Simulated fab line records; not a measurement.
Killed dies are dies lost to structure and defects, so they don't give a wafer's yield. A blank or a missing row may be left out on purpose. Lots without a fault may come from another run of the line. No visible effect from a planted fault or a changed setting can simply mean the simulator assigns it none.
Which tool is to blame? + flow sky130 + Sampling: 14 lots, 40 wafers, 3 of 708 route steps

== WHAT EACH GAUGE READ, for each wafer ==
SKY_LOCAL_INTERCONNECT_RS_MEAS_01: the measuring method here is four-point-probe. Usual: LOCAL_INTERCONNECT_TIN_RS gives 14.15 ohm/sq (standard deviation 0.19).
| lot  | measured     | on            | LOCAL_INTERCONNECT_TIN_RS (ohm/sq) | flag |
|------|--------------|---------------|------------------------------------|------|
| L202 | day 28 20:20 | film_metro-03 | 13.99 14.13 13.94                  |      |
| L203 | day 28 21:14 | film_metro-03 | 14.06 13.92 14.07                  |      |
| L204 | day 29 02:53 | film_metro-01 | 14.24 14.16 14.25                  |      |
| L205 | day 29 19:27 | film_metro-03 | 13.90 13.93 14.16                  |      |
| L206 | day 30 01:59 | film_metro-04 | 14.30 14.07 14.04                  |      |
| L207 | day 30 12:09 | film_metro-03 | 14.47 14.23 14.16                  |      |
| L208 | day 30 16:42 | film_metro-01 | 14.20 14.35 14.28                  |      |
| L214 | day 32 13:12 | film_metro-01 | 14.15 15.32                        | OFF  |
| L216 | day 32 22:39 | film_metro-04 | 14.24 15.56                        | OFF  |
| L218 | day 33 21:00 | film_metro-01 | 14.24 14.25 14.15                  |      |
| L222 | day 35 06:16 | film_metro-03 | 13.98 13.83 13.97                  |      |
| L221 | day 35 08:20 | film_metro-03 | 13.80 13.96 13.95                  |      |
| L224 | day 35 19:54 | film_metro-01 | 14.40 14.31 14.27                  |      |
| L225 | day 35 22:52 | film_metro-04 | 14.05 14.01 14.03                  |      |

SKY_LOCAL_INTERCONNECT_THK_MEAS_02: measures by xrf. Usual: LOCAL_INTERCONNECT_TIN_THK gives 100.5 nm (standard deviation 1.5).
| lot  | measured     | on            | LOCAL_INTERCONNECT_TIN_THK (nm) | flag |
|------|--------------|---------------|---------------------------------|------|
| L202 | day 28 20:26 | film_metro-03 | 100.9 100.0 100.9               |      |
| L203 | day 28 21:21 | film_metro-03 | 100.6 101.8 100.5               |      |
| L204 | day 29 03:00 | film_metro-01 | 100.4 100.8 100.4               |      |
| L205 | day 29 19:34 | film_metro-03 | 101.1 100.7 99.5                |      |
| L206 | day 30 02:06 | film_metro-04 | 99.8 101.9 101.5                |      |
| L207 | day 30 12:16 | film_metro-03 | 96.9 99.3 99.5                  |      |
| L208 | day 30 16:49 | film_metro-01 | 100.9 99.7 100.1                |      |
| L214 | day 32 13:19 | film_metro-01 | 101.9 94.0                      |      |
| L216 | day 32 22:46 | film_metro-04 | 100.7 92.5                      |      |
| L218 | day 33 21:07 | film_metro-01 | 100.9 100.1 101.0               |      |
| L222 | day 35 06:23 | film_metro-03 | 101.2 101.4 100.9               |      |
| L221 | day 35 08:28 | film_metro-03 | 101.8 101.1 101.0               |      |
| L224 | day 35 20:01 | film_metro-01 | 99.3 100.0 100.0                |      |
| L225 | day 35 22:59 | film_metro-04 | 101.0 101.5 101.4               |      |

== WHAT TOOL EACH LOT RAN ON (gives the tool, then ch and the chambers of the sampled wafers, and finally the start) ==
| lot  | SKY_LOCAL_INTERCONNECT_SPUTTER_00 |
|------|-----------------------------------|
| L202 | pvd_sputter-03, day 28 20:14      |
| L203 | pvd_sputter-04, day 28 21:10      |
| L204 | pvd_sputter-03, day 29 02:49      |
| L205 | pvd_sputter-04, day 29 19:23      |
| L206 | pvd_sputter-02, day 30 01:55      |
| L207 | pvd_sputter-02, day 30 12:05      |
| L208 | pvd_sputter-02, day 30 16:38      |
| L214 | pvd_sputter-04, day 32 13:08      |
| L216 | pvd_sputter-04, day 32 22:35      |
| L218 | pvd_sputter-02, day 33 20:56      |
| L222 | pvd_sputter-03, day 35 06:11      |
| L221 | pvd_sputter-03, day 35 08:16      |
| L224 | pvd_sputter-03, day 35 19:50      |
| L225 | pvd_sputter-03, day 35 22:47      |
- SKY_LOCAL_INTERCONNECT_SPUTTER_00: material TiN, target thk 100 nm, time 83.3 s.

== WHAT THE TOOLS THEMSELVES READ (means of the sampled wafers that have a number; where no wafer has one, the mark that the record gives instead) ==
SKY_LOCAL_INTERCONNECT_SPUTTER_00. Usual: 29.6 % for throttle_valve_pct, sd 1.2.
| lot  | tool           | throttle_valve_pct (%) | flag |
|------|----------------|------------------------|------|
| L202 | pvd_sputter-03 | 29.9                   |      |
| L203 | pvd_sputter-04 | 29.3                   |      |
| L204 | pvd_sputter-03 | 30.3                   |      |
| L205 | pvd_sputter-04 | 30.2                   |      |
| L206 | pvd_sputter-02 | 28.7                   |      |
| L207 | pvd_sputter-02 | 30.3                   |      |
| L208 | pvd_sputter-02 | 29.2                   |      |
| L214 | pvd_sputter-04 | 30.6                   |      |
| L216 | pvd_sputter-04 | 29.9                   |      |
| L218 | pvd_sputter-02 | 28.6                   |      |
| L222 | pvd_sputter-03 | 29.1                   |      |
| L221 | pvd_sputter-03 | 30.4                   |      |
| L224 | pvd_sputter-03 | 30.5                   |      |
| L225 | pvd_sputter-03 | 30.2                   |      |

== THE ANSWER, worked out from the rows above alone ==
Rule: take the mean of a lot's wafers that have a number; if it is more than 3 standard deviations from the usual mean, the lot is off. A lot without any number at a reading at which 4 lots or more have one is off too. The other lots that the step has rows for count as sound. First the gauges in route order, then the tools' own readings, where a lot's mean is used as printed above. At the first step where some lot is off, the reading lying furthest off is the one used; lots without a number count as furthest.
Off: L214, L216, seen at SKY_LOCAL_INTERCONNECT_RS_MEAS_01 (LOCAL_INTERCONNECT_TIN_RS).
A tool fits if, at a process step before that reading, it ran every lot that is off, and no sound lot after the first of them. Those tools and the gauges at SKY_LOCAL_INTERCONNECT_RS_MEAS_01 are tried in the same way. One fits: pvd_sputter-04 at SKY_LOCAL_INTERCONNECT_SPUTTER_00. Its last sound lot is L205 (day 29 19:23), its first lot that is off L214 (day 32 13:08): a fault that began between those two fits.

== WHAT HAD BEEN PUT IN BY THE SIMULATOR ==
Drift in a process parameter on pvd_sputter-04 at SKY_LOCAL_INTERCONNECT_SPUTTER_00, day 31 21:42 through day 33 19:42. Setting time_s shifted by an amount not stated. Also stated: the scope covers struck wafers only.
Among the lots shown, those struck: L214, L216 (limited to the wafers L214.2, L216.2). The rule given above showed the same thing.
